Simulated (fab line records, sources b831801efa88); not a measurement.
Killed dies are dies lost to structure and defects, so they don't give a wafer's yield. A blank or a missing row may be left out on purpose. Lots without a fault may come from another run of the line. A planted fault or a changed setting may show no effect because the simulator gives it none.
Which tool did it? | flow sky130 | 6 lots, 18 wafers sampled, at 3 steps of a route of 708

WHAT THE GAUGES READ, wafer by wafer
SKY_NWELL_TW_MEAS_15.
lot  | measured    | on            | NWELL_TW
L412 | day 5 04:47 | film_metro-04 | 1831 1837 1830
L416 | day 6 03:20 | film_metro-03 | 1811 1811 1806
L419 | day 7 13:47 | film_metro-04 | 1845 1845 1849
L421 | day 7 16:10 | film_metro-04 | 1841 1838 1842
L423 | day 8 01:23 | film_metro-04 | 30 30 30 30 30 30
L426 | day 8 19:40 | film_metro-02 | 1805 1810 1800

WHICH TOOL RAN EACH LOT (tool, then ch and the chambers of the sampled wafers, then the start)
lot  | SKY_PWDE_STRIP_09                   | SKY_NWELL_STRIP_14
L412 | plasma_asher-02 ch 0,1, day 4 09:59 | plasma_asher-04 ch 0,1, day 5 04:41
L416 | plasma_asher-02 ch 0,1, day 5 08:29 | plasma_asher-03 ch 0,1, day 6 03:14
L419 | plasma_asher-01 ch 0,1, day 6 18:34 | plasma_asher-04 ch 0,1, day 7 13:41
L421 | plasma_asher-02 ch 1, day 6 20:08   | plasma_asher-03 ch 0,1, day 7 16:04
L423 | plasma_asher-01 ch 0,1, day 7 04:51 | plasma_asher-04 ch 0, day 8 01:16
L426 | plasma_asher-04 ch 0,1, day 7 22:04 | plasma_asher-03 ch 0, day 8 19:34
- SKY_PWDE_STRIP_09: strips in O2/N2.
- SKY_NWELL_STRIP_14: strips in O2/N2.

THE ANSWER, worked out from the rows above alone
Rule: what is usual is taken from the lots themselves. Put in order of their means at a reading, lots are off if they are a third of the lots or fewer, leave a main group of 4 or more, and stand apart from it by a gap of 3 or more times the standard deviation of the main group's means; of several such gaps the widest counts. A main group whose means are all the same, to the digits that the tables above print for the reading, isn't used. A lot without any number at a reading at which 4 lots or more have one is off too. The other lots that the step has rows for count as sound.
Off: L423, at SKY_NWELL_TW_MEAS_15 (NWELL_TW). The main group: mean 1827, standard deviation 17.
A tool fits if, at a process step before that reading, it ran every lot that is off, and no sound lot after the first of them. The gauges at SKY_NWELL_TW_MEAS_15 are tried like those tools. Can't be told from this: 3 tools fit, plasma_asher-01 at SKY_PWDE_STRIP_09, plasma_asher-04 at SKY_NWELL_STRIP_14, film_metro-04 at SKY_NWELL_TW_MEAS_15.

WHAT THE SIMULATOR HAD PUT IN
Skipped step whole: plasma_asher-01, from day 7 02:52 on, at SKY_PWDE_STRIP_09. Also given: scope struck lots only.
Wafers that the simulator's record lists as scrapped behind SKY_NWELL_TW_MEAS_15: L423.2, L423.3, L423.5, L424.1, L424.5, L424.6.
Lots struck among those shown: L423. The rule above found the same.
